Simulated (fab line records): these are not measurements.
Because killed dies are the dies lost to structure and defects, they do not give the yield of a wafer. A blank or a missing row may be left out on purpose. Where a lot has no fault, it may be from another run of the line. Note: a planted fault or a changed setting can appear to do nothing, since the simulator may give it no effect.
Chamber matching	flow gf180mcu	GF_STI_ETCH_14 on rie-si-02 has 4 sister chambers
The step etches Si in HBr/Cl2/O2, target depth 360 nm, time 102.9 s. 14 wafers are shown with their chamber, then 7 later ones without.

== EACH WAFER AND ITS CHAMBER ==
wafer	chamber	drypump-motor-current-A (A)	throttle-valve-pct (%)	oes-product-au (a.u.)
L349.2	0	5.2	25.666	0.982
L349.4	2	6.0	25.641	1.001
L349.6	0	5.2	25.669	0.989
L350.2	1	6.5	25.663	0.987
L350.4	2	6.0	25.663	1.006
L350.6	0	5.2	25.664	0.992
L355.1	2	5.9	25.644	1.006
L355.2	0	5.2	25.666	0.991
L355.3	3	6.4	25.662	1.007
L356.3	2	6.0	25.661	1.000
L356.4	0	5.2	25.667	0.994
L356.5	3	6.4	25.668	0.993
L358.3	1	6.5	25.661	0.994
L358.5	2	6.0	25.646	0.997

SIGNATURES (averages over the wafers above)
reading	chamber 0	chamber 1	chamber 2	chamber 3	scatter within a chamber
drypump-motor-current-A	5.200	6.500	5.980	6.400	0.0283
throttle-valve-pct	25.66640	25.66200	25.65100	25.66500	0.00672
oes-product-au	0.98960	0.99050	1.00200	1.00000	0.00519
Rule: for each reading, subtract the chamber's mean from the wafer's reading, divide by that reading's scatter and square the result; add these up over the readings and take the root, which gives the wafer's distance from the chamber. If the next closest chamber is less than 2 further off than the closest, the wafer can't be placed; otherwise it belongs to the closest. How the scatter is found: for the shown wafers, subtract from each reading the mean of its chamber, square and add these, divide the total by (wafers less chambers), then take the root.

== WAFERS MISSING THEIR CHAMBER ==
wafer	drypump-motor-current-A (A)	throttle-valve-pct (%)	oes-product-au (a.u.)
L358.6	6.5	25.668	0.994
L365.2	6.4	25.675	0.982
L365.4	6.4	25.648	0.987
L365.6	6.5	25.669	0.991
L366.1	6.4	25.661	1.001
L366.3	6.5	25.660	0.983
L366.5	6.5	25.658	0.999

== EACH ONE'S CHAMBER ==
wafer	from the rows above	in truth
L358.6	1	1
L365.2	can't be placed: 3 or 1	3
L365.4	can't be placed: 3 or 1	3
L365.6	1	1
L366.1	3	3
L366.3	1	1
L366.5	can't be placed: 1 or 3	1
Correctly placed: 4 of 7. Unplaceable from these rows: 3, with the true chamber sitting among the candidates in 3. Wrongly placed: 0.
